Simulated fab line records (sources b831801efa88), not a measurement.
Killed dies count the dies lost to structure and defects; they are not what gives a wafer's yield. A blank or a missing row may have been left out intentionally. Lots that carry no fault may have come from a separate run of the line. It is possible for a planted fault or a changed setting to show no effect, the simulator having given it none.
fab line records	flow sky130
record lots=11	wafers=33	last-day=50
route steps=708 shown METAL2@484 VIA2@516 METAL3@533 PAD_OPEN@708
lots that met no fault: from a run of the same line without faults
start-h: hours from the record's opening day to when the first of the lot's shown wafers began	wait-h: hours elapsed since this lot's preceding step	" identical to the entry in the row above	L1.1+2: one row covering several wafers at once	- no value, or no start was given	* or withheld: withheld	< > ~ a bound
route shown NAME@n: NAME is a module with steps in the file, n the number in the route of the first one	usual: mean and standard deviation over wafers with no fault	same: alike in all rows	chamber/n: place in a boat	sites: the reading at each site	_std_site: their standard deviation	_edge_site: outer sites' mean less inner sites'	radius-mm: for every site, how far away it sits from the centre of the wafer	mask NAME#n: copy n	behind: the last tool/chamber to shape the wafer	hold: what put the lot on hold/how long, in hours/how the hold closed	device: transistor that didn't switch, given as n, p or np	end of line: the route-end tests of the same wafers	a step given without rows: its recipe and nothing more	killed: at the first sort, the dies lost to defects and structure; wafer yield is something else	map: shows each die of a wafer: x if killed, . if not, _ if none is there
set.NAME: the setting that was run; set.NAME@STEP: the one run at that earlier step	model.NAME: the simulator's own value behind a step, which no gauge read
a sample of lots followed through the steps of the route, with each step as a table and each wafer as a row
services: the hour from which a tool's chamber was out of use, counted from the record's first day as start-h (under 0 if before that day), plus the number of hours and why
## steps
# step SKY_METAL2_SPUTTER_01
# recipe material=TiN	target-thk-nm=20	power-w=6500	time-s=16.7	chamber-pressure-pa=0.4
# usual chamber-pressure-pa=0.4000/0.00085	throttle-valve-pct=30.1/1.2
lot.wafer	tool	chamber	start-h	wait-h	chamber-pressure-pa	throttle-valve-pct
L832.4	pvd-sputter-02	-	791.73	0.0	0.4010	28.6
L832.5	"	-	"	"	0.4000	29.9
L832.6	"	-	"	"	0.4000	28.6
L833.3	pvd-sputter-04	-	812.63	0.0	0.4000	29.5
L833.5	"	-	"	"	0.4004	29.3
L833.6	"	-	"	"	0.3991	29.5
L834.1	pvd-sputter-01	-	813.96	0.0	0.3996	32.5
L834.5	"	-	"	"	0.3990	32.6
L834.6	"	-	"	"	0.3986	30.3
L835.2	pvd-sputter-04	-	836.13	0.0	0.3993	29.4
L835.3	"	-	"	"	0.3995	29.3
L835.5	"	-	"	"	0.3992	28.4
L837.1	pvd-sputter-01	-	842.08	0.0	0.3996	28.9
L837.3	"	-	"	"	0.3993	30.2
L837.4	"	-	"	"	0.3994	31.4
L846.1	pvd-sputter-02	-	912.36	0.0	0.4002	30.1
L846.2	"	-	"	"	0.4001	31.0
L846.4	"	-	"	"	0.4004	28.5
L847.2	pvd-sputter-01	-	918.64	0.0	0.4006	32.7
L847.3	"	-	"	"	0.4001	31.4
L847.6	"	-	"	"	0.4009	31.3
L848.1	pvd-sputter-02	-	925.96	0.0	0.4013	29.9
L848.4	"	-	"	"	0.3996	31.3
L848.5	"	-	"	"	0.4009	29.9
L849.3	pvd-sputter-01	-	930.30	0.0	0.4000	32.5
L849.4	"	-	"	"	0.4006	30.0
L849.5	"	-	"	"	0.4012	32.7
L851.1	pvd-sputter-01	-	936.78	0.0	0.4007	32.4
L851.5	"	-	"	"	0.3991	30.2
L851.6	"	-	"	"	0.4005	31.4
L854.2	pvd-sputter-04	-	968.88	0.0	0.4004	29.8
L854.4	"	-	"	"	0.3995	29.9
L854.6	"	-	"	"	0.4000	30.1
# step SKY_VIA2_EXPOSE_09
# recipe mask-id=VIM2	na=0.8	source-shape=annular	sigma-inner=0.55	sigma-outer=0.85	target-cd-nm=200	dose-mj=38
# usual reticle-temp-C=22.98/0.1
lot.wafer	tool	chamber	start-h	wait-h	mask	reticle-temp-C
L832.4	krf-scanner-02	0	834.03	-	VIM2#0	23.18
L832.5	"	0	"	"	VIM2#0	23.10
L832.6	"	0	"	"	VIM2#0	23.16
L833.3	krf-scanner-02	0	853.07	-	VIM2#0	22.98
L833.5	"	0	"	"	VIM2#0	22.94
L833.6	"	0	"	"	VIM2#0	22.94
L834.1	krf-scanner-02	0	855.04	-	VIM2#0	22.99
L834.5	"	0	"	"	VIM2#0	22.85
L834.6	"	0	"	"	VIM2#0	23.05
L835.2	krf-scanner-02	0	877.05	-	VIM2#0	22.91
L835.3	"	0	"	"	VIM2#0	22.91
L835.5	"	0	"	"	VIM2#0	23.07
L837.1	krf-scanner-02	0	882.51	-	VIM2#0	23.08
L837.3	"	0	"	"	VIM2#0	22.89
L837.4	"	0	"	"	VIM2#0	22.94
L846.1	krf-scanner-02	0	951.26	-	VIM2#0	23.01
L846.2	"	0	"	"	VIM2#0	23.03
L846.4	"	0	"	"	VIM2#0	22.96
L847.2	krf-scanner-02	0	957.47	-	VIM2#0	23.02
L847.3	"	0	"	"	VIM2#0	23.06
L847.6	"	0	"	"	VIM2#0	22.90
L848.1	krf-scanner-01	0	963.72	-	VIM2#0	22.94
L848.4	"	0	"	"	VIM2#0	23.00
L848.5	"	0	"	"	VIM2#0	22.98
L849.3	krf-scanner-02	0	969.25	-	VIM2#0	22.91
L849.4	"	0	"	"	VIM2#0	22.82
L849.5	"	0	"	"	VIM2#0	22.77
L851.1	krf-scanner-02	0	976.31	-	VIM2#0	23.01
L851.5	"	0	"	"	VIM2#0	22.97
L851.6	"	0	"	"	VIM2#0	23.04
L854.2	krf-scanner-02	0	1005.32	-	VIM2#0	22.78
L854.4	"	0	"	"	VIM2#0	22.96
L854.6	"	0	"	"	VIM2#0	22.92
# step SKY_VIA2_CD_MEAS_12
# recipe target-cd-nm=200
# usual cd-nm=199.9/1.6
lot.wafer	tool	chamber	start-h	wait-h	cd-nm
L832.4	cd-sem-02	-	846.51	-	198.6
L832.5	"	-	"	"	200.7
L832.6	"	-	"	"	199.8
L833.3	cd-sem-02	-	866.43	-	197.5
L833.5	"	-	"	"	198.3
L833.6	"	-	"	"	196.8
L834.1	cd-sem-01	-	868.55	-	197.7
L834.5	"	-	"	"	199.5
L834.6	"	-	"	"	190.1
L835.2	cd-sem-02	-	889.41	-	189.0
L835.3	"	-	"	"	188.1
L835.5	"	-	"	"	197.8
L837.1	cd-sem-02	-	895.65	-	199.2
L837.3	"	-	"	"	191.7
L837.4	"	-	"	"	197.6
L846.1	cd-sem-01	-	962.80	-	199.7
L846.2	"	-	"	"	200.1
L846.4	"	-	"	"	200.0
L847.2	cd-sem-02	-	969.46	-	200.9
L847.3	"	-	"	"	198.6
L847.6	"	-	"	"	200.6
L848.1	cd-sem-02	-	975.88	-	198.7
L848.4	"	-	"	"	199.8
L848.5	"	-	"	"	198.4
L849.3	cd-sem-02	-	981.03	-	200.2
L849.4	"	-	"	"	198.8
L849.5	"	-	"	"	200.7
L851.1	cd-sem-02	-	987.25	-	201.3
L851.5	"	-	"	"	202.0
L851.6	"	-	"	"	201.3
L854.2	cd-sem-02	-	1016.76	-	199.3
L854.4	"	-	"	"	200.8
L854.6	"	-	"	"	199.8
# step SKY_VIA2_STRIP_16
# recipe chemistry=O2/N2	power-w=1400	pressure-mtorr=1500	platen-temp-c=withheld	o2-flow-sccm=3000	n2-flow-sccm=300	overash-fraction=0.5
# usual drypump-motor-current-A=5.6/0.46	oes-product-au=0.399/0.0042	strip-time-to-endpoint-s=4.044/0.02
lot.wafer	tool	chamber	start-h	wait-h	drypump-motor-current-A	oes-product-au	rf-hours-counter-h	strip-time-to-endpoint-s
L832.4	plasma-asher-03	0	846.74	0.0	5.7	0.400	-	4.050
L832.5	"	1	"	"	5.4	0.399	-	4.038
L832.6	"	0	"	"	5.7	0.400	-	4.044
L833.3	plasma-asher-01	1	866.68	0.1	6.2	0.398	-	4.054
L833.5	"	1	"	"	6.2	0.399	-	4.021
L833.6	"	0	"	"	4.8	0.402	-	4.052
L834.1	plasma-asher-02	1	868.81	0.0	5.8	0.401	101	4.011
L834.5	"	0	"	"	5.6	0.404	-	4.038
L834.6	"	1	"	"	5.8	0.402	-	4.052
L835.2	plasma-asher-02	1	889.65	0.0	5.8	0.397	103	4.062
L835.3	"	1	"	"	5.8	0.398	-	4.038
L835.5	"	1	"	"	5.8	0.397	-	4.040
L837.1	plasma-asher-02	0	895.91	0.0	5.6	0.397	103	4.013
L837.3	"	1	"	"	5.8	0.400	-	4.044
L837.4	"	0	"	"	5.6	0.393	-	4.027
L846.1	plasma-asher-01	0	963.06	0.0	4.8	0.388	23	4.041
L846.2	"	1	"	"	6.3	0.395	23	4.038
L846.4	"	1	"	"	6.2	0.395	-	4.060
L847.2	plasma-asher-03	0	969.70	0.0	5.8	0.400	86	4.079
L847.3	"	1	"	"	5.5	0.397	-	4.081
L847.6	"	1	"	"	5.5	0.407	-	4.062
L848.1	plasma-asher-03	1	976.14	0.0	5.5	0.401	87	4.025
L848.4	"	1	"	"	5.5	0.400	-	4.053
L848.5	"	0	"	"	5.8	0.401	-	4.043
L849.3	plasma-asher-01	1	981.28	0.1	6.2	0.396	-	4.016
L849.4	"	0	"	"	4.8	0.398	-	4.020
L849.5	"	1	"	"	6.2	0.398	-	4.039
L851.1	plasma-asher-03	0	987.51	0.0	5.8	0.403	88	4.064
L851.5	"	1	"	"	5.5	0.403	-	4.068
L851.6	"	0	"	"	5.7	0.404	-	4.072
L854.2	plasma-asher-02	1	1017.00	0.0	5.8	0.401	117	4.053
L854.4	"	1	"	"	5.8	0.401	-	4.069
L854.6	"	0	"	"	5.6	0.409	-	4.058
# step SKY_METAL3_SPUTTER_01
# recipe material=TiN	target-thk-nm=20	power-w=6500	time-s=16.7	chamber-pressure-pa=0.4
# usual chamber-pressure-pa=0.4001/0.00072	throttle-valve-pct=30.6/1.3
lot.wafer	tool	chamber	start-h	wait-h	chamber-pressure-pa	throttle-valve-pct
L832.4	pvd-sputter-03	-	848.03	0.0	0.4001	29.5
L832.5	"	-	"	"	0.4005	29.3
L832.6	"	-	"	"	0.3992	29.5
L833.3	pvd-sputter-01	-	867.96	0.0	0.3996	30.2
L833.5	"	-	"	"	0.4012	28.6
L833.6	"	-	"	"	0.3995	31.5
L834.1	pvd-sputter-01	-	870.10	0.0	0.4011	28.9
L834.5	"	-	"	"	0.3999	31.4
L834.6	"	-	"	"	0.3995	30.2
L835.2	pvd-sputter-01	-	890.93	0.0	0.3997	32.6
L835.3	"	-	"	"	0.4004	31.4
L835.5	"	-	"	"	0.3996	32.5
L837.1	pvd-sputter-02	-	897.23	0.0	0.4011	28.6
L837.3	"	-	"	"	0.4004	31.3
L837.4	"	-	"	"	0.3998	29.7
L846.1	pvd-sputter-01	-	964.39	0.0	0.4005	28.6
L846.2	"	-	"	"	0.3995	32.5
L846.4	"	-	"	"	0.4005	31.6
L847.2	pvd-sputter-01	-	971.02	0.0	0.3998	31.2
L847.3	"	-	"	"	0.4000	32.8
L847.6	"	-	"	"	0.4003	28.7
L848.1	pvd-sputter-02	-	977.60	0.0	0.4004	29.8
L848.4	"	-	"	"	0.4012	31.0
L848.5	"	-	"	"	0.3998	30.1
L849.3	pvd-sputter-02	-	982.57	0.0	0.3999	28.7
L849.4	"	-	"	"	0.4002	29.9
L849.5	"	-	"	"	0.4005	28.7
L851.1	pvd-sputter-02	-	988.86	0.0	0.4005	30.1
L851.5	"	-	"	"	0.4015	31.2
L851.6	"	-	"	"	0.4003	31.3
L854.2	pvd-sputter-01	-	1018.64	0.0	0.4004	32.6
L854.4	"	-	"	"	0.3998	30.1
L854.6	"	-	"	"	0.4004	32.5
# step SKY_PAD_OPEN_PROBE_99
# usual defect-limited-yield=82.4/1.7	killed_at_M0_to_M3=43/6.4	killed_at_M4_up=3.5/1.8	killed-at-contacts=25/5.7	killed-at-front-end=15/3.9	killed-at-other=0.3/0.67	killed-dies=87/8.6	killed-on-rim=17/3.9	killed-open=47/6.7	killed-short=39/5.9	sort_bin_3_pad_short=0.9/0.43	sort_bin_5_function=10.4/1.3	sort_bin_6_memory=6.3/1.1	sort-n-pass=405/8.6	sort-yield-pct=82.4/1.7
# same gross-dies=492	killed-at-back-side=0	sort_bin_4_leakage[%]=0	sort_bin_8_speed[%]=0
lot.wafer	tool	chamber	start-h	wait-h	defect-limited-yield[%]	killed_at_M0_to_M3	killed_at_M4_up	killed-at-contacts	killed-at-front-end	killed-at-other	killed-dies	killed-on-rim	killed-open	killed-short	sort_bin_3_pad_short[%]	sort_bin_5_function[%]	sort_bin_6_memory[%]	sort-n-pass	sort-yield-pct[%]
L832.4	prober-01	-	1074.68	0.2	82.5	46	4	20	15	1	86	18	44	42	0.6	10.2	6.7	406	82.5
L832.5	prober-01	-	1074.73	0.2	81.5	52	2	26	11	0	91	24	57	34	0.4	11.2	6.9	401	81.5
L832.6	prober-01	-	1074.78	0.2	81.9	32	6	32	19	0	89	17	44	44	1.2	12.2	4.7	403	81.9
L833.3	prober-01	-	1088.53	0.2	82.7	41	3	32	9	0	85	19	44	41	0.8	11.2	5.3	407	82.7
L833.5	prober-01	-	1088.63	0.2	82.1	38	3	29	18	0	88	11	46	41	0.8	12.8	4.3	404	82.1
L833.6	prober-01	-	1088.68	0.2	84.1	34	4	28	12	0	78	15	43	34	0.6	11.0	4.3	414	84.1
L834.1	prober-01	-	1091.06	0.1	83.1	42	1	24	14	2	83	21	44	39	0.4	9.6	6.9	409	83.1
L834.5	prober-01	-	1091.26	0.2	82.3	44	2	20	21	0	87	15	47	40	0.8	10.6	6.3	405	82.3
L834.6	prober-01	-	1091.31	0.2	78.9	46	2	36	20	0	104	22	61	43	0.6	12.4	8.1	388	78.9
L835.2	prober-02	-	1107.64	0.1	82.1	44	4	25	14	1	88	17	42	46	1.6	9.3	6.9	404	82.1
L835.3	prober-02	-	1107.69	0.2	82.9	42	5	30	7	0	84	14	41	42	1.2	8.9	6.9	408	82.9
L835.5	prober-02	-	1107.79	0.2	82.5	51	7	18	10	0	86	14	49	36	1.4	7.9	8.1	406	82.5
L837.1	prober-02	-	1113.21	0.1	83.5	45	3	15	18	0	81	15	43	38	1.0	10.0	5.5	411	83.5
L837.3	prober-02	-	1113.31	0.2	83.7	39	4	23	14	0	80	16	50	30	1.2	10.0	5.1	412	83.7
L837.4	prober-02	-	1113.36	0.2	82.9	45	3	20	16	0	84	19	42	42	0.8	10.2	6.1	408	82.9
L846.1	prober-01	-	1165.31	0.1	82.9	47	2	23	12	0	84	17	46	38	1.0	10.2	5.9	408	82.9
L846.2	prober-01	-	1165.36	0.1	80.5	55	4	27	9	1	96	21	54	42	1.0	12.2	6.3	396	80.5
L846.4	prober-01	-	1165.46	0.2	82.9	32	5	29	17	1	84	14	49	35	0.8	10.0	6.3	408	82.9
L847.2	prober-02	-	1170.65	0.1	81.9	46	2	20	21	0	89	16	42	47	0.8	11.0	6.3	403	81.9
L847.3	prober-02	-	1170.70	0.2	82.1	46	2	20	20	0	88	20	47	41	1.8	9.8	6.3	404	82.1
L847.6	prober-02	-	1170.85	0.2	79.5	40	4	27	30	0	101	12	60	41	0.6	11.0	8.9	391	79.5
L848.1	prober-01	-	1173.26	0.1	84.8	30	3	33	9	0	75	16	35	40	0.8	10.0	4.5	417	84.8
L848.4	prober-01	-	1173.41	0.2	83.1	37	7	26	11	2	83	16	42	40	0.6	10.4	5.9	409	83.1
L848.5	prober-01	-	1173.46	0.2	81.1	41	1	26	25	0	93	23	54	39	1.4	9.6	7.9	399	81.1
L849.3	prober-02	-	1178.12	0.2	81.3	43	2	32	15	0	92	16	50	41	1.0	12.4	5.3	400	81.3
L849.4	prober-02	-	1178.17	0.2	82.5	46	5	16	18	1	86	22	45	40	1.2	10.2	6.1	406	82.5
L849.5	prober-02	-	1178.22	0.2	85.8	36	5	16	13	0	70	13	44	26	0.8	7.5	5.9	422	85.8
L851.1	prober-02	-	1182.60	0.1	80.9	43	3	35	13	0	94	17	52	42	0.6	11.6	6.9	398	80.9
L851.5	prober-02	-	1182.80	0.2	83.5	47	1	15	17	1	81	21	41	40	1.0	9.1	6.3	411	83.5
L851.6	prober-02	-	1182.85	0.2	80.5	45	8	24	19	0	96	16	49	47	1.2	10.4	7.9	396	80.5
L854.2	prober-02	-	1201.45	0.1	83.5	37	5	24	15	0	81	16	52	29	0.8	10.6	5.1	411	83.5
L854.4	prober-02	-	1201.55	0.2	81.3	40	3	30	19	0	92	19	50	42	1.2	11.2	6.3	400	81.3
L854.6	prober-02	-	1201.65	0.2	83.1	45	4	19	15	0	83	12	44	39	0.4	9.8	6.7	409	83.1
# killed by level:class
L832.4 CONTACT:geometric-particle:open=11 VIA1:geometric-particle:open=10 METAL2:geometric-particle:short=6 FIELD_ISO:geometric-particle:open=5 VIA1:geometric-particle:short=5 METAL1:geometric-particle:short=5 VIA2:geometric-particle:open=5 VIA3:geometric-particle:short=4
L832.5 VIA2:geometric-particle:open=11 LI_CONTACT:geometric-particle:open=10 VIA3:geometric-particle:open=8 CONTACT:geometric-particle:open=8 METAL2:geometric-particle:short=8 VIA1:geometric-particle:open=7 VIA2:geometric-particle:short=5 FIELD_ISO:geometric-particle:short=4
L832.6 LI_CONTACT:geometric-particle:open=12 METAL1:geometric-particle:short=8 LOCAL_INTERCONNECT:geometric-particle:short=7 FIELD_ISO:geometric-particle:open=6 VIA1:geometric-particle:open=6 CONTACT:geometric-particle:open=6 METAL2:geometric-particle:short=5 FIELD_ISO:geometric-particle:short=4
L833.3 LI_CONTACT:geometric-particle:open=8 VIA1:geometric-particle:open=8 CONTACT:geometric-particle:open=7 VIA1:geometric-particle:short=7 LI_CONTACT:geometric-particle:short=6 VIA3:geometric-particle:open=6 CONTACT:geometric-particle:short=5 METAL2:geometric-particle:short=5
L833.5 CONTACT:geometric-particle:open=9 LOCAL_INTERCONNECT:geometric-particle:short=7 VIA1:geometric-particle:open=7 VIA3:geometric-particle:open=7 FIELD_ISO:geometric-particle:short=6 FIELD_ISO:geometric-particle:open=5 METAL2:geometric-particle:short=5 VIA2:geometric-particle:open=5
L833.6 CONTACT:geometric-particle:open=13 VIA1:geometric-particle:open=8 LOCAL_INTERCONNECT:geometric-particle:short=5 METAL2:geometric-particle:short=5 METAL2:geometric-particle:open=5 VIA2:geometric-particle:open=5 LI_CONTACT:geometric-particle:open=4 CONTACT:geometric-particle:short=4
L834.1 LI_CONTACT:geometric-particle:open=9 VIA3:geometric-particle:open=9 POLY_GATE:geometric-particle:short=6 CONTACT:geometric-particle:open=6 VIA1:geometric-particle:open=6 METAL2:geometric-particle:short=6 METAL1:geometric-particle:short=5 VIA2:geometric-particle:short=5
L834.5 METAL2:geometric-particle:short=8 CONTACT:geometric-particle:open=8 VIA1:geometric-particle:open=7 VIA2:geometric-particle:open=6 FIELD_ISO:geometric-particle:open=5 LI_CONTACT:geometric-particle:open=5 METAL1:geometric-particle:short=5 VIA1:geometric-particle:short=5
L834.6 CONTACT:geometric-particle:open=12 VIA3:geometric-particle:open=9 LI_CONTACT:geometric-particle:open=8 VIA1:geometric-particle:open=8 VIA2:geometric-particle:open=8 LOCAL_INTERCONNECT:geometric-particle:short=7 POLY_GATE:geometric-particle:open=6 CONTACT:geometric-particle:short=6
L835.2 CONTACT:geometric-particle:open=13 VIA1:geometric-particle:open=11 FIELD_ISO:geometric-particle:short=5 LOCAL_INTERCONNECT:geometric-particle:short=5 METAL1:geometric-particle:short=5 VIA1:geometric-particle:short=5 VIA2:geometric-particle:open=5 METAL2:geometric-particle:short=4
L835.3 CONTACT:geometric-particle:open=14 VIA1:geometric-particle:short=7 CONTACT:geometric-particle:short=7 VIA3:geometric-particle:open=6 VIA1:geometric-particle:open=5 VIA2:geometric-particle:short=5 VIA2:geometric-particle:open=4 METAL1:geometric-particle:short=4
L835.5 VIA1:geometric-particle:open=13 CONTACT:geometric-particle:open=8 VIA3:geometric-particle:open=7 METAL2:geometric-particle:short=6 VIA1:geometric-particle:short=5 VIA2:geometric-particle:open=5 METAL4:geometric-particle:short=5 VIA2:geometric-particle:short=4
L837.1 VIA1:geometric-particle:open=11 VIA3:geometric-particle:open=9 METAL1:geometric-particle:short=8 CONTACT:geometric-particle:open=7 FIELD_ISO:geometric-particle:short=6 METAL2:geometric-particle:short=6 POLY_GATE:geometric-particle:short=4 FIELD_ISO:geometric-particle:open=3
L837.3 VIA1:geometric-particle:open=11 LI_CONTACT:geometric-particle:open=8 CONTACT:geometric-particle:open=8 VIA3:geometric-particle:open=6 METAL1:geometric-particle:short=6 FIELD_ISO:geometric-particle:open=4 VIA2:geometric-particle:open=4 VIA2:geometric-particle:short=4
L837.4 VIA1:geometric-particle:open=8 METAL2:geometric-particle:short=8 CONTACT:geometric-particle:open=7 VIA3:geometric-particle:open=6 VIA1:geometric-particle:short=6 LI_CONTACT:geometric-particle:open=4 LI_CONTACT:geometric-particle:short=4 METAL1:geometric-particle:short=4
L846.1 VIA1:geometric-particle:open=12 CONTACT:geometric-particle:open=8 LI_CONTACT:geometric-particle:open=7 VIA1:geometric-particle:short=6 VIA3:geometric-particle:open=5 METAL1:geometric-particle:short=5 METAL2:geometric-particle:short=4 VIA2:geometric-particle:short=4
L846.2 VIA1:geometric-particle:open=21 LI_CONTACT:geometric-particle:open=10 METAL1:geometric-particle:short=10 VIA3:geometric-particle:open=8 LOCAL_INTERCONNECT:geometric-particle:short=6 CONTACT:geometric-particle:open=5 FIELD_ISO:geometric-particle:short=4 VIA2:geometric-particle:short=4
L846.4 LI_CONTACT:geometric-particle:open=8 CONTACT:geometric-particle:open=7 VIA2:geometric-particle:open=7 VIA1:geometric-particle:open=6 FIELD_ISO:geometric-particle:open=5 CONTACT:geometric-particle:short=5 LOCAL_INTERCONNECT:geometric-particle:short=5 METAL2:geometric-particle:short=5
L847.2 METAL2:geometric-particle:short=10 METAL1:geometric-particle:short=8 VIA3:geometric-particle:open=8 LI_CONTACT:geometric-particle:open=7 FIELD_ISO:geometric-particle:short=6 VIA2:geometric-particle:open=6 POLY_GATE:geometric-particle:open=5 CONTACT:geometric-particle:open=5
L847.3 VIA3:geometric-particle:open=9 FIELD_ISO:geometric-particle:open=8 CONTACT:geometric-particle:open=7 VIA3:geometric-particle:short=7 VIA2:geometric-particle:open=6 LI_CONTACT:geometric-particle:open=5 METAL1:geometric-particle:short=5 VIA1:geometric-particle:open=5
L847.6 LI_CONTACT:geometric-particle:open=10 VIA1:geometric-particle:open=10 FIELD_ISO:geometric-particle:short=7 CONTACT:geometric-particle:open=7 FIELD_ISO:geometric-particle:open=6 POLY_GATE:geometric-particle:open=6 METAL1:geometric-particle:short=6 VIA3:geometric-particle:open=6
L848.1 CONTACT:geometric-particle:open=10 LI_CONTACT:geometric-particle:open=7 CONTACT:geometric-particle:short=7 METAL2:geometric-particle:short=6 VIA3:geometric-particle:open=5 FIELD_ISO:geometric-particle:short=4 LOCAL_INTERCONNECT:geometric-particle:open=4 LOCAL_INTERCONNECT:geometric-particle:short=4
L848.4 CONTACT:geometric-particle:open=8 VIA2:geometric-particle:open=7 VIA1:geometric-particle:open=7 METAL1:geometric-particle:short=7 LOCAL_INTERCONNECT:geometric-particle:short=6 CONTACT:geometric-particle:short=6 METAL4:geometric-particle:short=5 VIA3:geometric-particle:open=4
L848.5 CONTACT:geometric-particle:open=12 METAL1:geometric-particle:short=8 VIA1:geometric-particle:open=7 FIELD_ISO:geometric-particle:short=6 VIA2:geometric-particle:open=6 POLY_GATE:geometric-particle:open=5 LI_CONTACT:geometric-particle:open=5 METAL3:geometric-particle:short=5
L849.3 VIA1:geometric-particle:open=11 LI_CONTACT:geometric-particle:open=10 CONTACT:geometric-particle:open=10 METAL2:geometric-particle:short=8 FIELD_ISO:geometric-particle:short=6 CONTACT:geometric-particle:short=6 LOCAL_INTERCONNECT:geometric-particle:short=4 POLY_GATE:geometric-particle:open=3
L849.4 VIA1:geometric-particle:open=15 POLY_GATE:geometric-particle:open=7 METAL1:geometric-particle:short=6 VIA1:geometric-particle:short=6 FIELD_ISO:geometric-particle:short=5 METAL2:geometric-particle:short=5 CONTACT:geometric-particle:open=5 VIA2:geometric-particle:open=4
L849.5 VIA1:geometric-particle:open=11 LI_CONTACT:geometric-particle:open=6 CONTACT:geometric-particle:open=6 VIA3:geometric-particle:open=6 FIELD_ISO:geometric-particle:short=4 VIA1:geometric-particle:short=4 VIA2:geometric-particle:open=4 METAL4:geometric-particle:short=4
L851.1 CONTACT:geometric-particle:open=17 VIA1:geometric-particle:open=11 VIA3:geometric-particle:open=7 METAL2:geometric-particle:short=6 FIELD_ISO:geometric-particle:short=5 LI_CONTACT:geometric-particle:open=5 CONTACT:geometric-particle:short=5 VIA1:geometric-particle:short=5
L851.5 VIA1:geometric-particle:open=15 LOCAL_INTERCONNECT:geometric-particle:short=6 VIA3:geometric-particle:short=5 FIELD_ISO:geometric-particle:open=4 POLY_GATE:geometric-particle:short=4 CONTACT:geometric-particle:open=4 METAL1:geometric-particle:short=4 METAL2:geometric-particle:short=4
L851.6 VIA1:geometric-particle:open=10 LI_CONTACT:geometric-particle:open=8 VIA1:geometric-particle:short=8 VIA2:geometric-particle:short=8 VIA2:geometric-particle:open=7 POLY_GATE:geometric-particle:short=6 CONTACT:geometric-particle:open=6 FIELD_ISO:geometric-particle:open=5
L854.2 CONTACT:geometric-particle:open=8 LI_CONTACT:geometric-particle:open=8 VIA2:geometric-particle:open=8 VIA1:geometric-particle:open=7 POLY_GATE:geometric-particle:open=5 METAL1:geometric-particle:short=5 LI_CONTACT:geometric-particle:short=4 FIELD_ISO:geometric-particle:open=3
L854.4 CONTACT:geometric-particle:open=9 LI_CONTACT:geometric-particle:open=7 VIA1:geometric-particle:open=7 VIA3:geometric-particle:open=6 LI_CONTACT:geometric-particle:short=5 LOCAL_INTERCONNECT:geometric-particle:short=5 VIA2:geometric-particle:open=5 VIA2:geometric-particle:short=5
L854.6 VIA1:geometric-particle:open=9 METAL2:geometric-particle:short=8 CONTACT:geometric-particle:open=8 VIA2:geometric-particle:open=6 METAL1:geometric-particle:short=6 VIA3:geometric-particle:open=6 LI_CONTACT:geometric-particle:open=5 FIELD_ISO:geometric-particle:open=4
## services
tool	chamber	start-h	hours	kind
krf-scanner-02	-	778.31	1.0	pm
krf-scanner-01	-	780.48	0.8	pm
plasma-asher-01	-	782.45	0.7	repair
krf-scanner-01	-	787.71	4.0	pm
krf-scanner-02	-	792.00	7.2	pm
plasma-asher-03	-	794.89	1.0	repair
pvd-sputter-03	-	796.67	6.1	repair
pvd-sputter-04	-	800.11	2.0	repair
krf-scanner-02	-	814.85	1.3	pm
plasma-asher-01	-	827.52	0.8	repair
krf-scanner-02	-	846.50	3.6	pm
plasma-asher-02	-	872.48	3.7	repair
krf-scanner-02	-	880.39	0.6	repair
krf-scanner-02	-	893.93	0.8	pm
plasma-asher-02	-	912.93	1.5	repair
pvd-sputter-02	-	914.11	4.6	repair
plasma-asher-03	-	917.47	2.8	pm
plasma-asher-03	-	925.61	3.3	repair
plasma-asher-03	-	942.18	14.6	pm
krf-scanner-02	-	947.31	1.0	pm
plasma-asher-01	-	963.90	14.4	repair
pvd-sputter-04	-	966.98	1.2	repair
krf-scanner-02	-	977.04	4.4	pm
krf-scanner-02	-	990.75	1.3	pm
## key
first-sign step=SKY_VIA2_CD_MEAS_12	reading=cd-nm	direction=down	sigmas=6.4	usual=199.9	struck=189.8
effect none on later readings
met-at SKY_VIA2_EXPOSE_09
struck-lots L834,L835,L837
struck-wafers L834.6,L835.2,L835.3,L837.3
not-acting-at SKY_METAL2_SPUTTER_01,SKY_VIA2_STRIP_16,SKY_METAL3_SPUTTER_01
onset-between 853.07 855.04
fault kind=process-parameter-drift	tool=krf-scanner-02	chamber=-	onset-h=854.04	steps=SKY_VIA2_EXPOSE_09	channel=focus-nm	offset=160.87	shape=step	end-h=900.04	scope=struck-wafers-only
